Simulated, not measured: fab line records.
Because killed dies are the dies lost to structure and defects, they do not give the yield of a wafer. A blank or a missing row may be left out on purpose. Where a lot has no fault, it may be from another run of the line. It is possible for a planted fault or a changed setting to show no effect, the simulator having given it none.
A struck lot beside a sound one    flow gf180mcu    28 steps out of a route of 602
Sound: wafers L996.4, L996.5, L996.6. Wafers struck: L104.1, L104.2, L104.4. The cause is given at the end.
At each step with rows: each side's tool, then ch and its chambers, then its first start. Under that, the readings that differ: sound wafers    struck wafers    difference of the means    sigmas: that difference in standard deviations of wafers without a fault.
alike: a reading whose means differ by less than 2 such deviations, as well as words and numbers matching on both sides. not compared: withheld readings; readings where some wafer has no value; bounds like >300 that might hide an equal value; numbers whose values overlap and for which the record gives no deviation.
The two part at a step that has a row with sigmas, a row that says differs or no value, or rows on one side only. Numbers that don't overlap but have no deviation are shown without sigmas and don't part them. A reading that every wafer of one side lacks parts them only if that side has two wafers or more.

first, 4 steps without rows for these wafers: GF_M4_SOFTBAKE_10 (time 60 s); GF_M4_EXPOSE_11 (exposes mask Metal4, target cd 280 nm); GF_M4_PEB_12 (peb time 90 s); GF_M4_DEVELOP_13 (develop time 60 s).
GF_M4_CD_MEAS_14: target cd 280 nm.
  struck on cdSem-02, day 29 01:02; sound on cdSem-02, day 26 07:35
  alike: cdNm
GF_M4_OVL_MEAS_15:
  struck on overlay-02, day 29 01:10; sound on overlay-01, day 26 07:42
  alike: M4_OVL
GF_M4_METAL_ETCH_16: etches the open film in Cl2/BCl3, stops on SiO2, target depth 627.5 nm, time 104.6 s.
  sound on rieMetal-04 ch 0,1, day 26 07:46; struck on rieMetal-01 ch 0,1, day 29 01:12
  alike: drypumpMotorCurrentA, oesProductAu, throttleValvePct
  not compared: rfHoursCounterH
GF_M4_STRIP_17: strips in O2/N2.
  sound on plasmaAsher-04 ch 0,1, day 26 07:52; struck on plasmaAsher-02 ch 0,1, day 29 01:19
  alike: drypumpMotorCurrentA, heaterPowerW, oesProductAu, stripTimeToEndpointS
  not compared: rfHoursCounterH
then, 3 steps without rows for these wafers: GF_M4_STRIP_18 (strips in post etch residue remover, time 1200 s); GF_M4_CLEAN_19 (cleans in DIW); GF_V4_CVD_00 (deposits SiO2, target thk 600 nm, time 100 s).
GF_V4_THK_MEAS_01:
  struck on filmMetro-04, day 29 02:01; sound on filmMetro-04, day 26 08:30
  alike: V4_CVD_00_THK
GF_V4_CVD_02: deposits SiO2 from TEOS, target thk 850 nm, time 94.851 s.
  sound on pecvd-01 ch 0,1, day 26 08:34; struck on pecvd-03 ch 0,2, day 29 02:04
  no value came back on the struck wafers for heaterPowerOuterW (W), heaterPowerW (W); on the sound wafers heaterPowerOuterW (W) reads 269 323 323
GF_V4_CMP_04: polishes SiO2.
  sound on cmp-02 ch 1,2, day 26 08:52; struck on cmp-02 ch 0,1,2, day 29 02:12
reading              sound     struck  difference                     sigmas
timeToEndpointS (s)  81 83 86  - - -   no value on the struck wafers  
  alike: motorCurrentA
GF_V4_BOW_MEAS_05:
  struck on filmMetro-04, day 29 02:30; sound on filmMetro-02, day 26 09:13
  alike: V4_BOW
then, 8 steps without rows for these wafers: GF_V4_DEHYDRATE_06 (time 60 s); GF_V4_HMDS_07 (prime time 60 s); GF_V4_COAT_08; GF_V4_COAT_09 (resist thk 1000 nm); GF_V4_SOFTBAKE_10 (time 60 s); GF_V4_EXPOSE_11 (exposes mask Via4, target cd 260 nm); GF_V4_PEB_12 (peb time 90 s); GF_V4_DEVELOP_13 (develop time 60 s).
GF_V4_CD_MEAS_14: target cd 260 nm.
  struck on cdSem-02, day 29 20:57; sound on cdSem-01, day 27 05:57
  alike: cdNm
GF_V4_OVL_MEAS_15:
  struck on overlay-02, day 29 21:04; sound on overlay-01, day 27 06:02
  alike: V4_OVL
GF_V4_ETCH_16: etches BARC in N2/H2.
  sound on rieDiel-01 ch 0,1,2, day 27 06:04; struck on rieDiel-04 ch 1,3, day 29 21:06
  alike: drypumpMotorCurrentA, oesProductAu, throttleValvePct
GF_V4_ETCH_17: etches SiO2 in C4F8/O2/Ar, stops on TiN, target depth 630 nm.
  sound on rieDiel-01 ch 0,1,2; struck on rieDiel-04 ch 1,3
reading                       sound              struck             difference  sigmas
oesProductAu (a.u.)           0.863 0.859 0.863  0.833 0.830 0.833  -0.030      -6
model.V4.featureDepthNm (nm)  630.9 631.8 632.4  596.3 594 597.8    -35.7       
model.etch.depthNm (nm)       630.9 631.8 632.4  596.3 594 597.8    -35.7       
GF_V4_STRIP_18: strips in O2/N2.
  sound on plasmaAsher-02 ch 0,1, day 27 06:13; struck on plasmaAsher-01 ch 0,1, day 29 21:14
  alike: drypumpMotorCurrentA, heaterPowerW, oesProductAu
  not compared: rfHoursCounterH

WHERE THEY PART
At GF_V4_CVD_02 first; at GF_V4_ETCH_17 last (within this record only). Later steps at which nothing parts them and some readings are alike: GF_V4_STRIP_18.

WHY: what the simulator had put in
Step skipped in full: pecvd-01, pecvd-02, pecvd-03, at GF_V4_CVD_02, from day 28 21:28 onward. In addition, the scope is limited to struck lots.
